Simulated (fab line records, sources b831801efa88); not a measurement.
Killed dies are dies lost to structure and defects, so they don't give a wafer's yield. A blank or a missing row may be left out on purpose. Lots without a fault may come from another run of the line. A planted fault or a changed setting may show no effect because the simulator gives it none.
fab line records | flow sky130
record lots=5 wafers=15 last_day=50
route steps=708 shown SONOS_TUNNEL@160 SONOS_ONO@168 GATE_OXIDE@187 PAD_OPEN@708
lots that met no fault: from a run of the same line without faults
start_h: hours from the record's first day to the start of the lot's first wafer shown | wait_h: hours since the lot's step before | " the same as in the row above | L1.1+2: a row that stands for several wafers | - no value, or no start given | * or withheld: withheld | < > ~ a bound
route shown NAME@n: a module of which the file shows steps, and the number in the route of the first | usual: mean/standard deviation of fault-free wafers | same: alike in all rows | chamber/n: place in a boat | sites: the reading at each site | _std_site: their standard deviation | _edge_site: outer sites' mean less inner sites' | radius_mm: how far each site lies from the wafer's centre | mask NAME#n: copy n | behind: the tool/chamber that last shaped the wafer | hold: why the lot was held/for how many hours/how that ended | device: the transistor (n, p or np) that didn't switch | end of line: the same wafers' tests at the end of the route | a step without rows: its recipe alone | killed: dies lost to structure and defects at the first sort, not the wafer's yield | map: a wafer's dies, x killed, . not, _ none there
set.NAME: the setting as run; set.NAME@STEP: as run at that earlier step | model.NAME: the simulator's own value behind a step, which no gauge read
lots at some steps of the route; a table a step, a row a wafer
services: from which hour (start_h, from the record's first day; less than 0 if before it) a tool's chamber was out of use, for how many hours, and why
## steps
# step SKY_SONOS_TUNNEL_DEVELOP_06
# recipe resist=NOVOLAK developer=TMAH develop_time_s=60 dev_temp_c=23
# step SKY_SONOS_TUNNEL_IMPLANT_09
# recipe species=B energy_kev=19.61 dose_cm2=1e+12 tilt_deg=withheld
# step SKY_SONOS_TUNNEL_WET_ETCH_10
# recipe chemistry=dHF target_depth_nm=14 target=SiO2 dilution=100:1 temp_c=25 time_s=280
# step SKY_SONOS_TUNNEL_STRIP_11
# recipe chemistry=SPM time_s=600 temp_c=130
# step SKY_SONOS_TUNNEL_CLEAN_13
# recipe chemistry=dHF time_s=20 dilution=100:1 dry=ipa_marangoni
# step SKY_SONOS_ONO_OXIDATION_00
# recipe temp_c=800 ambient=O2 idle_temp_c=700 ramp_up_c_per_min=10 ramp_down_c_per_min=3 stabilise_s=600 purge_s=300 target_thk_a=26 ox_time_s=1249
# step SKY_SONOS_ONO_CVD_02
# recipe material=Si3N4 precursor=DCS/NH3 target_thk_nm=10.5 temp_c=770 time_s=180 pressure_mtorr=250
# step SKY_SONOS_ONO_CVD_04
# recipe material=SiO2 precursor=SiH4/N2O target_thk_nm=5.7199 temp_c=900 pressure_mtorr=400
# usual spike_tc_bottom_C=917.7/1.1 spike_tc_centre_C=900.7/1 spike_tc_lower_C=898.5/1.2 susceptor_temp_C=900.0/0.41 zone_power_bottom_pct=28.3/0.8 zone_power_centre_pct=17.4/2.7 zone_power_lower_pct=16.0/0.82
# columns lot.wafer tool chamber start_h wait_h spike_tc_bottom_C spike_tc_centre_C spike_tc_lower_C susceptor_temp_C zone_power_bottom_pct zone_power_centre_pct zone_power_lower_pct model.SiO2_of_SONOS_ONO_CVD_04.thk_nm
L231.1 lpcvd-03 1 317.58 0.1 911.1 896.3 939.8 899.4 22.3 7.9 28.9 6.906
L231.2 " 1 " " 911.3 896.9 940.2 899.9 22.5 7.8 29.3 6.6
L231.4 " 1 " " 909.9 895.3 940.4 899.7 22.7 8.0 28.9 6.161
L232.2 lpcvd-03 1 325.92 0.0 910.2 894.8 938.8 900.2 22.3 7.8 28.7 5.906
L232.3 " 1 " " 909.9 894.1 941.1 899.3 22.3 7.7 28.9 5.907
L232.5 " 1 " " 909.1 896.1 939.5 900.2 22.7 8.0 28.7 5.904
L233.1 lpcvd-03 0 331.85 0.1 912.5 894.9 941.1 899.7 21.1 11.4 32.3 7.164
L233.2 " 0 " " 911.5 895.6 940.7 899.4 21.3 11.2 31.8 6.812
L233.3 " 0 " " 911.1 896.4 942.1 899.9 21.3 11.3 32.6 6.511
L240.2 lpcvd-03 0 393.35 0.0 918.7 900.0 898.8 899.9 28.1 19.3 16.4 5.711
L240.3 " 0 " " 919.9 899.8 899.1 899.7 27.5 19.3 16.6 5.764
L240.4 " 0 " " 918.8 901.2 900.0 900.0 27.5 19.5 16.6 5.836
L245.3 lpcvd-03 0 432.33 0.0 918.8 900.0 899.8 900.1 28.0 19.5 16.6 5.709
L245.4 " 0 " " 917.6 902.3 898.3 900.5 28.3 19.2 16.6 5.834
L245.6 " 0 " " 918.3 902.4 898.8 900.1 27.5 19.2 16.9 5.758
# step SKY_SONOS_ONO_THK_MEAS_05
# recipe reads=SiO2_of_SONOS_ONO_CVD_04
# usual SONOS_ONO_CVD_04_THK=5.73/0.1
# columns lot.wafer tool chamber start_h wait_h SONOS_ONO_CVD_04_THK[nm]
L231.1 film_metro-03 - 318.83 0.0 6.90
L231.2 " - " " 6.62
L231.4 " - " " 6.17
L232.2 film_metro-01 - 327.81 0.0 5.92
L232.3 " - " " 5.90
L232.5 " - " " 5.89
L233.1 film_metro-02 - 333.72 0.0 7.14
L233.2 " - " " 6.84
L233.3 " - " " 6.55
L240.2 film_metro-02 - 394.61 0.0 5.64
L240.3 " - " " 5.74
L240.4 " - " " 5.84
L245.3 film_metro-01 - 433.60 0.0 5.68
L245.4 " - " " 5.77
L245.6 " - " " 5.78
# step SKY_SONOS_ONO_DEHYDRATE_06
# recipe temp_c=200 time_s=60
# step SKY_SONOS_ONO_HMDS_07
# recipe prime_time_s=60 prime_temp_c=120
# step SKY_SONOS_ONO_COAT_08
# recipe resist=NOVOLAK spin_rpm=3000 resist_thk_nm=1140
# step SKY_SONOS_ONO_SOFTBAKE_09
# recipe temp_c=90 time_s=60 resist=NOVOLAK
# step SKY_SONOS_ONO_EXPOSE_10
# recipe mask_id=ONOM target_cd_nm=410 na=0.6 source_shape=conventional sigma_outer=0.6 dose_mj=150
# step SKY_SONOS_ONO_PEB_11
# recipe temp_c=withheld time_s=* resist=NOVOLAK
# step SKY_SONOS_ONO_DEVELOP_12
# recipe develop_time_s=60 dev_temp_c=23
# step SKY_SONOS_ONO_ETCH_15
# recipe target_depth_nm=19.52 chemistry=CHF3/O2 source_w=600 bias_w=200 pressure_mtorr=40 chf3_flow_sccm=50 O2_flow_sccm=5 time_s=7.8
# step SKY_SONOS_ONO_WET_ETCH_16
# recipe chemistry=dHF target_depth_nm=14 dry=n2_spin target=SiO2 dilution=100:1 temp_c=25 time_s=280
# step SKY_SONOS_ONO_STRIP_17
# recipe chemistry=O2/N2 power_w=1400 pressure_mtorr=1500 platen_temp_c=withheld o2_flow_sccm=3000 n2_flow_sccm=300 overash_fraction=0.5
# step SKY_SONOS_ONO_WET_ETCH_18
# recipe chemistry=H3PO4 target_depth_nm=15 target=Si3N4 temp_c=160 time_s=172
# step SKY_GATE_OXIDE_CLEAN_00
# recipe chemistry=SC1/SC2 mix=1:4:20 temp_c=70 time_s=150 dry=n2_spin
# step SKY_GATE_OXIDE_OXIDATION_01
# recipe temp_c=900 ambient=O2 stabilise_s=600 purge_s=300 target_thk_a=102.68 ox_time_s=1473
# step SKY_GATE_OXIDE_DEHYDRATE_03
# recipe temp_c=200 time_s=60
# step SKY_GATE_OXIDE_HMDS_04
# recipe prime_time_s=60 prime_temp_c=120
# step SKY_GATE_OXIDE_COAT_05
# recipe resist=NOVOLAK spin_rpm=3000 resist_thk_nm=1140
# step SKY_GATE_OXIDE_SOFTBAKE_06
# recipe temp_c=90 time_s=60 resist=NOVOLAK
# step SKY_GATE_OXIDE_EXPOSE_07
# recipe mask_id=LVOM na=0.6 source_shape=conventional sigma_outer=0.6 polarization=unpolarized target_cd_nm=600 dose_mj=170
# step SKY_GATE_OXIDE_PEB_08
# recipe temp_c=withheld time_s=* resist=NOVOLAK
# step SKY_GATE_OXIDE_DEVELOP_09
# recipe resist=NOVOLAK developer=TMAH develop_time_s=60 dev_temp_c=22.28
# step SKY_GATE_OXIDE_IMPLANT_11
# recipe species=B energy_kev=10 dose_cm2=2.6e+12 tilt_deg=withheld
# step SKY_GATE_OXIDE_WET_ETCH_12
# recipe chemistry=dHF target_depth_nm=16.8 dry=n2_spin target=SiO2 dilution=100:1 temp_c=25 time_s=336
# step SKY_GATE_OXIDE_STRIP_13
# recipe chemistry=O2/N2 power_w=1400 pressure_mtorr=1500 platen_temp_c=withheld o2_flow_sccm=3000 n2_flow_sccm=300 overash_fraction=0.5
# step SKY_GATE_OXIDE_CLEAN_15
# recipe chemistry=SC1/SC2 mix=1:4:20 temp_c=70 time_s=150 dry=n2_spin
# columns lot.wafer tool chamber start_h wait_h model.SiO2_of_SONOS_ONO_CVD_04.thk_nm
L231.1 wet_bench-01 2 378.66 0.1 5.393
L231.2 " 2 " " 5.088
L231.4 " 2 " " 4.652
L232.2 wet_bench-01 1 386.75 0.0 4.395
L232.3 " 1 " " 4.391
L232.5 " 1 " " 4.387
L233.1 wet_bench-02 0 391.87 0.1 5.656
L233.2 " 0 " " 5.299
L233.3 " 0 " " 5.004
L240.2 wet_bench-01 0 457.78 0.0 4.187
L240.3 " 0 " " 4.237
L240.4 " 0 " " 4.313
L245.3 wet_bench-03 3 496.35 0.0 4.178
L245.4 " 3 " " 4.308
L245.6 " 3 " " 4.228
# step SKY_PAD_OPEN_PROBE_99
# usual killed_at_M0_to_M3=43/6.3 killed_at_M4_up=3.1/1.9 killed_at_contacts=24/5.1 killed_at_front_end=14/4.3 killed_at_other=0.3/0.53 killed_dies=85/8.8 killed_open=46/7.1 killed_short=38/5.9
# same gross_dies=492 killed_at_back_side=0
# columns lot.wafer tool chamber start_h wait_h killed_at_M0_to_M3 killed_at_M4_up killed_at_contacts killed_at_front_end killed_at_other killed_dies killed_open killed_short model.etest.sonos_erased.drive_ua_um model.etest.sonos_uncharged.r_on_ohm_um model.etest.sonos_programmed.off_log10_a_um model.etest.cap_ono.gate_log10_a_cm2 model.etest.cap_ono.gate_bv_v model.etest.cap_ono.tox_acc_nm model.etest.sonos_programmed.vt_v model.etest.sonos_erased.vt_v
L231.1 prober-01 - 1124.78 0.1 30 1 28 13 0 72 40 32 105 841.1 -10.89 -9.584 17.65 14.17 0.7056 -1.536
L231.2 prober-01 - 1124.83 0.1 43 5 38 18 0 104 61 43 145.8 831.3 -12.37 -9.137 17.07 13.86 0.8811 -1.805
L231.4 prober-01 - 1124.93 0.2 46 5 16 18 0 85 44 41 142.5 833.7 -14.02 -8.578 17.38 13.43 1.197 -2.025
L232.2 prober-02 - 1127.59 0.1 35 5 28 13 0 81 40 40 219 821.4 -13.99 -7.862 16.61 12.86 1.482 -2.341
L232.3 prober-02 - 1127.64 0.2 46 5 27 9 0 87 55 32 217.5 796.5 -14.02 -8.082 16.61 12.98 1.423 -2.303
L232.5 prober-02 - 1127.74 0.2 44 4 35 24 0 107 67 40 210.9 792.7 -14.12 -8.008 16.34 12.96 1.423 -2.316
L233.1 prober-01 - 1132.57 0.1 34 2 28 10 0 74 35 39 87.98 877.3 -8.73 - 18.42 14.58 0.4428 -1.3
L233.2 prober-01 - 1132.62 0.1 38 0 23 14 1 76 37 39 119 861.7 -11.47 -9.454 17.39 14.06 0.7422 -1.615
L233.3 prober-01 - 1132.67 0.2 47 5 31 12 0 95 55 40 146.2 832.3 -13.58 -9.019 17.63 13.71 1.042 -1.855
L240.2 prober-02 - 1172.60 0.1 42 1 28 20 1 92 44 48 175.8 804.3 -13.76 -8.012 16.68 12.91 1.424 -2.261
L240.3 prober-02 - 1172.65 0.2 41 4 30 18 0 93 60 33 165 799.6 -14.06 -8.204 16.82 13.02 1.392 -2.197
L240.4 prober-02 - 1172.70 0.2 45 3 26 14 0 88 48 40 180.2 805.9 -13.9 -8.168 16.79 13.01 1.392 -2.25
L245.3 prober-02 - 1193.03 0.2 45 3 21 17 0 86 54 32 194.5 811.4 -14.06 -7.887 16.78 12.82 1.575 -2.336
L245.4 prober-02 - 1193.08 0.2 53 4 14 16 1 88 44 42 195.3 802.6 -13.93 -8.038 16.16 12.91 1.466 -2.28
L245.6 prober-02 - 1193.18 0.2 40 4 23 19 3 89 50 39 174.2 809.1 -13.89 -7.858 16.58 12.86 1.548 -2.273
# killed by level:class
L231.1 LI_CONTACT:geometric_particle:open=9 CONTACT:geometric_particle:open=8 LOCAL_INTERCONNECT:geometric_particle:short=7 VIA1:geometric_particle:open=6 METAL2:geometric_particle:short=4 FIELD_ISO:geometric_particle:open=4 VIA3:geometric_particle:short=4 VIA3:geometric_particle:open=4
L231.2 CONTACT:geometric_particle:open=15 LI_CONTACT:geometric_particle:open=11 VIA2:geometric_particle:open=10 VIA1:geometric_particle:open=9 POLY_GATE:geometric_particle:open=6 VIA2:geometric_particle:short=6 FIELD_ISO:geometric_particle:short=5 CONTACT:geometric_particle:short=5
L231.4 VIA1:geometric_particle:open=15 VIA3:geometric_particle:open=6 VIA1:geometric_particle:short=6 POLY_GATE:geometric_particle:short=5 POLY_GATE:geometric_particle:open=5 CONTACT:geometric_particle:open=5 METAL2:geometric_particle:short=5 FIELD_ISO:geometric_particle:open=4
L232.2 VIA1:geometric_particle:open=10 CONTACT:geometric_particle:open=7 CONTACT:geometric_particle:short=7 LOCAL_INTERCONNECT:geometric_particle:short=6 LI_CONTACT:geometric_particle:open=5 VIA3:geometric_particle:open=5 FIELD_ISO:geometric_particle:short=4 POLY_GATE:geometric_particle:short=3
L232.3 VIA1:geometric_particle:open=17 LI_CONTACT:geometric_particle:open=10 VIA3:geometric_particle:open=8 CONTACT:geometric_particle:open=8 CONTACT:geometric_particle:short=5 METAL1:geometric_particle:short=5 METAL4:geometric_particle:short=4 FIELD_ISO:geometric_particle:open=3
L232.5 CONTACT:geometric_particle:open=13 VIA1:geometric_particle:open=12 LI_CONTACT:geometric_particle:open=10 FIELD_ISO:geometric_particle:open=8 CONTACT:geometric_particle:short=6 VIA2:geometric_particle:open=6 VIA3:geometric_particle:open=5 FIELD_ISO:geometric_particle:short=4
L233.1 CONTACT:geometric_particle:open=8 CONTACT:geometric_particle:short=7 VIA1:geometric_particle:short=7 VIA3:geometric_particle:open=7 METAL1:geometric_particle:short=6 LI_CONTACT:geometric_particle:open=5 LOCAL_INTERCONNECT:geometric_particle:short=4 LI_CONTACT:geometric_particle:short=3
L233.2 VIA1:geometric_particle:open=8 LI_CONTACT:geometric_particle:open=7 CONTACT:geometric_particle:short=7 VIA3:geometric_particle:open=7 VIA1:geometric_particle:short=6 FIELD_ISO:geometric_particle:short=5 CONTACT:geometric_particle:open=5 METAL3:geometric_particle:short=5
L233.3 CONTACT:geometric_particle:open=14 METAL2:geometric_particle:short=11 VIA1:geometric_particle:open=8 VIA3:geometric_particle:open=8 VIA2:geometric_particle:open=6 CONTACT:geometric_particle:short=6 LI_CONTACT:geometric_particle:open=5 METAL1:geometric_particle:short=5
L240.2 VIA1:geometric_particle:open=14 CONTACT:geometric_particle:open=10 METAL1:geometric_particle:short=9 FIELD_ISO:geometric_particle:short=8 LI_CONTACT:geometric_particle:open=5 LOCAL_INTERCONNECT:geometric_particle:short=5 CONTACT:geometric_particle:short=5 POLY_GATE:geometric_particle:short=4
L240.3 CONTACT:geometric_particle:open=11 LI_CONTACT:geometric_particle:open=10 VIA1:geometric_particle:open=10 VIA3:geometric_particle:open=10 FIELD_ISO:geometric_particle:short=5 VIA1:geometric_particle:short=5 FIELD_ISO:geometric_particle:open=4 LOCAL_INTERCONNECT:geometric_particle:short=4
L240.4 VIA1:geometric_particle:open=11 VIA2:geometric_particle:open=9 VIA3:geometric_particle:open=7 LI_CONTACT:geometric_particle:open=7 CONTACT:geometric_particle:short=6 CONTACT:geometric_particle:open=5 LOCAL_INTERCONNECT:geometric_particle:short=4 VIA3:geometric_particle:short=4
L245.3 VIA1:geometric_particle:open=15 CONTACT:geometric_particle:open=7 VIA2:geometric_particle:open=7 LI_CONTACT:geometric_particle:open=6 VIA1:geometric_particle:short=6 VIA3:geometric_particle:open=6 POLY_GATE:geometric_particle:open=5 CONTACT:geometric_particle:short=4
L245.4 VIA1:geometric_particle:open=10 METAL1:geometric_particle:short=10 VIA2:geometric_particle:open=9 POLY_GATE:geometric_particle:open=6 CONTACT:geometric_particle:short=4 VIA3:geometric_particle:open=4 LI_CONTACT:geometric_particle:open=4 CONTACT:geometric_particle:open=4
L245.6 VIA1:geometric_particle:open=17 FIELD_ISO:geometric_particle:short=8 CONTACT:geometric_particle:open=8 METAL2:geometric_particle:short=5 POLY_GATE:geometric_particle:open=4 LI_CONTACT:geometric_particle:open=4 LOCAL_INTERCONNECT:geometric_particle:short=4 CONTACT:geometric_particle:short=4
## services
# columns tool chamber start_h hours kind
wet_bench-02 - 310.15 1.5 repair
wet_bench-02 - 318.27 4.4 pm
lpcvd-03 - 353.15 0.7 repair
lpcvd-03 - 389.72 0.2 repair
wet_bench-03 - 429.15 2.5 repair
wet_bench-01 - 477.70 71.7 pm
## key
first_sign step=SKY_SONOS_ONO_CVD_04 reading=spike_tc_lower_C direction=up sigmas=34 usual=898.5 struck=940.4
effect step=SKY_SONOS_ONO_CVD_04 reading=zone_power_lower_pct direction=up sigmas=17 usual=16.0 struck=30.0
effect step=SKY_SONOS_ONO_THK_MEAS_05 reading=SONOS_ONO_CVD_04_THK direction=up sigmas=6.9 usual=5.73 struck=6.44 wafers_moved=6
model_effect step=SKY_SONOS_ONO_CVD_04 value=SiO2_of_SONOS_ONO_CVD_04.thk_nm without=5.755 struck=6.43
model_effect step=SKY_GATE_OXIDE_CLEAN_15 value=SiO2_of_SONOS_ONO_CVD_04.thk_nm without=4.243 struck=4.918
model_effect step=SKY_PAD_OPEN_PROBE_99 value=etest.sonos_erased.drive_ua_um without=195.2 struck=154.9
met_at SKY_SONOS_ONO_CVD_04
struck_wafers L231.1,L231.2,L231.4,L232.2,L232.3,L232.5,L233.1,L233.2,L233.3
tester_left_out L231,L232,L233
fault kind=process_parameter_drift tool=lpcvd-03 chamber=- onset_h=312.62 steps=SKY_SONOS_ONO_CVD_04 channel=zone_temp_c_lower offset=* shape=step end_h=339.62
# tester_left_out: of these lots the tester's yield and bins aren't shown, on N5 and GAA mostly nor the transistor test; their killed dies are dies lost to structure and defects alone, not to doping, threshold or leakage, so they don't give the yield
